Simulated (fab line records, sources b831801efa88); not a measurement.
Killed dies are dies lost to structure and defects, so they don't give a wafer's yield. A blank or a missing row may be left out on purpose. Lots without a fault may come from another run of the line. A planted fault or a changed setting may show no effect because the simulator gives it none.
Which tool did it? | flow gf180mcu | 15 lots, 45 wafers sampled, at 6 steps of a route of 602

WHAT THE GAUGES READ, wafer by wafer
GF_HV_LDD_TW_MEAS_38. Usual: HV_LDD_3_TW 1434, standard deviation 9.7.
lot  | measured     | on            | HV_LDD_3_TW                   | flag
L559 | day 11 12:17 | film_metro-01 | 1426 1424 1416                |
L561 | day 12 01:12 | film_metro-03 | 1438 1434 1429                |
L563 | day 12 22:19 | film_metro-03 | 1431 1427 1422                |
L566 | day 13 23:50 | film_metro-04 | 1426 1426 1441                |
L567 | day 14 04:13 | film_metro-04 | 1298 1297 1306 1297 1301 1308 | OFF
L568 | day 14 15:55 | film_metro-01 | 1308 1311 1305 1308 1308 1308 | OFF
L569 | day 14 20:58 | film_metro-03 | 1305 1309 1312 1317 1314 1312 | OFF
L571 | day 15 11:16 | film_metro-04 | 1440 1441 1435                |
L573 | day 16 03:04 | film_metro-03 | 1441 1443 1434                |
L575 | day 16 16:44 | film_metro-01 | 1419 1411 1406                |
L577 | day 17 14:10 | film_metro-03 | 1448 1446 1442                |
L579 | day 18 02:10 | film_metro-04 | 1427 1425 1419                |
L580 | day 18 09:33 | film_metro-03 | 1445 1445 1444                |
L581 | day 18 15:00 | film_metro-03 | 1445 1450 1447                |
L582 | day 19 11:16 | film_metro-01 | 1422 1427 1422                |

GF_HV_LDD_OVL_MEAS_47. Usual: HV_LDD_03_OVL -0.4 nm, standard deviation 1.3.
lot  | measured     | on         | HV_LDD_03_OVL (nm) | flag
L559 | day 12 06:44 | overlay-02 | -0.9 -1.7 -1.0     |
L561 | day 12 21:17 | overlay-01 | 0.5 2.7 1.4        |
L563 | day 13 18:16 | overlay-02 | 0.4 -2.0 -1.1      |
L566 | day 14 20:14 | overlay-01 | 0.5 0.2 0.9        |
L567 | day 15 00:56 | overlay-02 | -0.5 0.3 -1.5      |
L568 | day 15 12:26 | overlay-01 | 2.8 1.8 0.0        |
L569 | day 15 18:53 | overlay-01 | 0.6 1.0 0.5        |
L571 | day 16 09:53 | overlay-01 | -1.9 -0.3 -0.6     |
L573 | day 17 01:50 | overlay-01 | 1.4 1.8 1.5        |
L575 | day 17 14:37 | overlay-02 | -1.5 -2.0 -1.4     |
L577 | day 18 13:01 | overlay-02 | -0.6 -1.7 -2.7     |
L579 | day 19 01:19 | overlay-02 | 0.0 -0.6 -1.2      |
L580 | day 19 08:19 | overlay-02 | -0.5 -0.3 -2.3     |
L581 | day 19 14:26 | overlay-02 | -2.5 -3.0 -2.7     |
L582 | day 20 11:31 | overlay-01 | 0.6 -0.1 -0.3      |

GF_HV_LDD_RS_MEAS_53: measures by four-point-probe. Usual: HV_LDD_RS 418.1 ohm/sq, standard deviation 0.99.
lot  | measured     | on            | HV_LDD_RS (ohm/sq)                  | flag
L559 | day 12 07:14 | film_metro-04 | 416.4 416.8 416.7                   |
L561 | day 12 21:44 | film_metro-03 | 417.5 418.1 417.3                   |
L563 | day 13 18:47 | film_metro-03 | 418.2 418.2 419.1                   |
L566 | day 14 20:44 | film_metro-01 | 416.4 417.4 417.7                   |
L567 | day 15 01:23 | film_metro-03 | 440.1 439.5 440.9 440.4 439.4 440.0 | OFF
L568 | day 15 12:55 | film_metro-01 | 439.0 438.3 438.9 439.7 437.5 438.7 | OFF
L569 | day 15 19:22 | film_metro-04 | 440.1 440.4 439.3 439.6 440.4 439.4 | OFF
L571 | day 16 10:20 | film_metro-04 | 419.0 416.5 417.4                   |
L573 | day 17 02:22 | film_metro-01 | 416.6 418.3 417.8                   |
L575 | day 17 15:05 | film_metro-01 | 417.5 418.9 419.3                   |
L577 | day 18 13:29 | film_metro-01 | 417.5 417.5 416.8                   |
L579 | day 19 01:47 | film_metro-03 | 416.3 417.1 417.0                   |
L580 | day 19 08:47 | film_metro-04 | 417.7 418.3 418.3                   |
L581 | day 19 14:55 | film_metro-03 | 418.6 419.9 419.0                   |
L582 | day 20 11:59 | film_metro-04 | 419.0 420.6 420.3                   |

GF_NSD_CD_MEAS_07: target cd 400 nm. Usual: cd_nm 399.6 nm, standard deviation 1.8.
lot  | measured     | on        | cd_nm (nm)        | flag
L559 | day 13 06:06 | cd_sem-01 | 400.2 398.6 400.1 |
L561 | day 13 21:31 | cd_sem-02 | 398.9 398.2 400.0 |
L563 | day 14 18:18 | cd_sem-01 | 396.5 399.5 398.3 |
L566 | day 15 20:57 | cd_sem-02 | 400.4 401.7 400.8 |
L571 | day 17 10:43 | cd_sem-02 | 398.6 398.5 398.2 |
L573 | day 18 04:03 | cd_sem-02 | 397.4 399.6 399.3 |
L575 | day 18 18:42 | cd_sem-02 | 394.7 398.0 398.2 |
L577 | day 19 15:28 | cd_sem-01 | 400.0 397.0 400.6 |
L579 | day 20 04:07 | cd_sem-01 | 402.1 401.2 401.6 |
L580 | day 20 11:25 | cd_sem-02 | 399.9 399.3 397.6 |
L581 | day 20 17:46 | cd_sem-01 | 398.8 399.3 399.9 |
L582 | day 21 14:50 | cd_sem-01 | 403.9 400.0 401.0 |

GF_PSD_CD_MEAS_07: target cd 400 nm. Usual: cd_nm 400.4 nm, standard deviation 2.8.
lot  | measured     | on        | cd_nm (nm)        | flag
L559 | day 14 02:48 | cd_sem-01 | 403.2 402.5 403.2 |
L561 | day 14 18:37 | cd_sem-01 | 398.5 396.2 396.8 |
L563 | day 15 16:04 | cd_sem-01 | 397.3 399.0 398.4 |
L566 | day 16 19:57 | cd_sem-02 | 404.1 402.8 403.1 |
L571 | day 18 09:16 | cd_sem-02 | 404.7 403.6 402.1 |
L573 | day 19 03:55 | cd_sem-01 | 398.5 397.3 397.1 |
L575 | day 19 18:31 | cd_sem-02 | 399.4 402.2 400.5 |
L577 | day 20 16:07 | cd_sem-02 | 399.3 398.5 399.3 |
L579 | day 21 04:30 | cd_sem-02 | 398.8 398.1 399.7 |
L580 | day 21 11:03 | cd_sem-01 | 402.2 405.8 404.2 |
L581 | day 21 17:55 | cd_sem-02 | 402.3 397.9 399.8 |
L582 | day 22 14:43 | cd_sem-01 | 406.0 407.4 405.6 |

WHICH TOOL RAN EACH LOT (tool, then ch and the chambers of the sampled wafers, then the start)
lot  | GF_HV_LDD_IMPLANT_33
L559 | implanter-03 ch 0, day 11 11:37
L561 | implanter-03 ch 0, day 12 00:30
L563 | implanter-04 ch 0, day 12 21:37
L566 | implanter-03 ch 0, day 13 23:10
L567 | implanter-04, day 14 03:31
L568 | implanter-04, day 14 15:14
L569 | implanter-03, day 14 20:17
L571 | implanter-03 ch 0, day 15 10:34
L573 | implanter-03 ch 0, day 16 02:22
L575 | implanter-04 ch 0, day 16 16:02
L577 | implanter-03 ch 0, day 17 13:28
L579 | implanter-02 ch 0, day 18 01:28
L580 | implanter-03 ch 0, day 18 08:51
L581 | implanter-03 ch 0, day 18 14:17
L582 | implanter-04 ch 0, day 19 10:34
- GF_HV_LDD_IMPLANT_33

WHAT THE TOOLS THEMSELVES READ (means of the sampled wafers that have a number; where no wafer has one, the mark that the record gives instead)
GF_HV_LDD_IMPLANT_33. Usual: beam_energy_keV 59.994, standard deviation 0.02; beam_on_s 10.02 s, standard deviation 0.19.
lot  | tool         | beam_energy_keV | beam_on_s (s) | flag
L559 | implanter-03 | 60.004          | 10.23         |
L561 | implanter-03 | 59.978          | 10.05         |
L563 | implanter-04 | 59.997          | 10.10         |
L566 | implanter-03 | 59.965          | 10.13         |
L567 | implanter-04 | -               | -             | OFF
L568 | implanter-04 | -               | -             | OFF
L569 | implanter-03 | -               | -             | OFF
L571 | implanter-03 | 59.989          | 10.05         |
L573 | implanter-03 | 60.022          | 9.94          |
L575 | implanter-04 | 60.007          | 10.04         |
L577 | implanter-03 | 59.975          | 10.10         |
L579 | implanter-02 | 59.986          | 9.85          |
L580 | implanter-03 | 59.986          | 10.13         |
L581 | implanter-03 | 59.987          | 10.16         |
L582 | implanter-04 | 59.978          | 9.93          |

THE ANSWER, worked out from the rows above alone
Rule: a lot is off if the mean of its wafers that have a number lies more than 3 standard deviations from the usual mean. A lot without any number at a reading at which 4 lots or more have one is off too. The other lots that the step has rows for count as sound. The gauges are gone through in route order, then the tools' own readings, and for those a lot's mean is taken as printed above. The first step at which some lot is off is used, and at that step the reading that is off furthest; a lot without a number counts as furthest.
Off: L567, L568, L569, at GF_HV_LDD_TW_MEAS_38 (HV_LDD_3_TW).
A tool fits if, at a process step before that reading, it ran every lot that is off, and no sound lot after the first of them. The gauges at GF_HV_LDD_TW_MEAS_38 aren't tried: what is off there is off at GF_HV_LDD_IMPLANT_33 too, on other tools, and a gauge's error can't cause that. None of those tried fits.

WHAT THE SIMULATOR HAD PUT IN
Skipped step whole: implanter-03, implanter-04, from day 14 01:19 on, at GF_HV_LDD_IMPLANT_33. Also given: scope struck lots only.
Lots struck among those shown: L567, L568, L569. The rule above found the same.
